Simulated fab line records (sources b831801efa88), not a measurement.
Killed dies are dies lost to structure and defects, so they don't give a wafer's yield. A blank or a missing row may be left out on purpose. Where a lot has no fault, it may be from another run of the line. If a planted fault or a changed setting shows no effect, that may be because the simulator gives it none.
Which tool was responsible?    flow gf180mcu    14 lots, 42 wafers sampled, at 3 steps of a route of 602

WHAT EACH GAUGE READ, for each wafer
GF_VT_IMPLANT_OVL_MEAS_18.
lot   measured      on          VT_IMPLANT_01_OVL (nm)
L560  day 6 18:41   overlay-02  1.2 1.6 2.0
L561  day 6 20:36   overlay-01  -0.9 -0.9 0.4
L563  day 7 12:43   overlay-01  -0.9 -1.0 -1.1
L564  day 7 13:56   overlay-02  -0.4 -1.4 2.2
L565  day 7 21:59   overlay-02  -0.3 -1.0 1.4
L568  day 8 14:35   overlay-02  -2.6 -2.3 0.0
L571  day 9 08:26   overlay-02  0.1 -0.5 -0.2
L573  day 9 22:43   overlay-01  -2.6 -1.8 -0.5
L576  day 10 17:35  overlay-02  -1.0 -0.7 0.9
L579  day 11 10:49  overlay-02  2.4 1.2 1.0
L580  day 11 17:50  overlay-01  -1.7 -1.3 -1.1
L581  day 11 22:52  overlay-02  -0.2 2.0 1.3
L582  day 12 07:34  overlay-02  1.9 1.1 1.4
L583  day 12 16:23  overlay-01  0.1 -0.8 -0.4

GF_VT_IMPLANT_TW_MEAS_32.
lot   measured      on             VT_IMPLANT_3_TW
L560  day 7 10:40   film metro-02  272.0 272.3 271.2
L561  day 7 13:35   film metro-02  272.5 272.2 272.1
L563  day 8 05:45   film metro-01  269.1 269.1 268.6
L564  day 8 07:01   film metro-04  271.3 271.3 270.9
L565  day 8 15:42   film metro-01  266.7 268.3 269.3
L568  day 9 08:25   film metro-02  271.8 271.4 271.8
L571  day 10 02:46  film metro-04  273.1 272.5 271.9
L573  day 10 17:34  film metro-01  270.3 269.8 269.9
L576  day 11 12:41  film metro-04  271.0 270.9 272.4
L579  day 12 06:37  film metro-02  271.0 270.1 270.4
L580  day 12 13:44  film metro-04  271.7 271.6 272.6
L581  day 12 19:13  film metro-02  271.8 270.1 271.9
L582  day 13 04:07  film metro-02  269.6 271.2 271.9
L583  day 13 12:44  film metro-02  270.6 270.4 270.2

GF_DUAL_GATE_THK_MEAS_03.
lot   measured      on             DUAL_GATE_OXIDATION_00_THK (nm)
L560  day 8 05:25   film metro-02  11.26 11.33 11.17
L561  day 8 08:43   film metro-02  10.82 10.60 10.77
L563  day 9 02:06   film metro-02  11.14 11.07 10.75
L564  day 9 03:34   film metro-03  10.78 11.03 10.91
L565  day 9 12:04   film metro-01  10.97 11.00 11.03
L568  day 10 04:34  film metro-03  10.84 10.81 10.86
L571  day 11 06:29  film metro-02  10.99 11.04 11.13
L573  day 11 15:22  film metro-02  10.87 10.85 10.84
L576  day 12 10:37  film metro-03  11.26 11.16 11.20
L579  day 13 04:49  film metro-01  11.28 11.36 11.39
L580  day 13 12:03  film metro-03  10.73 10.90 10.83
L581  day 13 18:58  film metro-01  11.10 11.03 10.83
L582  day 14 03:52  film metro-02  10.51 10.40 10.46
L583  day 14 12:26  film metro-02  11.04 10.95 10.71

EACH LOT AND THE TOOL THAT RAN IT (in order: tool; ch and the chambers of the sampled wafers; start)
Before these readings, the record contains no process step.

WHAT THE TOOLS THEMSELVES READ (means of the sampled wafers that have a number; where no wafer has one, the mark that the record gives instead)
The record holds no such reading with a usual standard deviation.

THE ANSWER, worked out from the rows above alone
Rule: what is usual is taken from the lots themselves. Put in order of their means at a reading, lots are off if they are a third of the lots or fewer, leave a main group of 4 or more, and stand apart from it by a gap of 3 or more times the standard deviation of the main group's means; of several such gaps the widest counts. The tables above print the reading to a certain number of digits; a main group whose means all agree to those digits is not used. Also off: a lot with no number at a reading for which 4 or more lots have one. All remaining lots with rows at the step are treated as sound. After the gauges, taken in route order, come the tools' own readings; for these a lot's mean is taken, as printed above. The first step at which some lot is off is used, and at that step the reading that is off furthest; a lot without a number counts as furthest.
Across all readings shown, no lot is off: no conclusion can be drawn from this.

WHAT THE SIMULATOR HAD PUT IN
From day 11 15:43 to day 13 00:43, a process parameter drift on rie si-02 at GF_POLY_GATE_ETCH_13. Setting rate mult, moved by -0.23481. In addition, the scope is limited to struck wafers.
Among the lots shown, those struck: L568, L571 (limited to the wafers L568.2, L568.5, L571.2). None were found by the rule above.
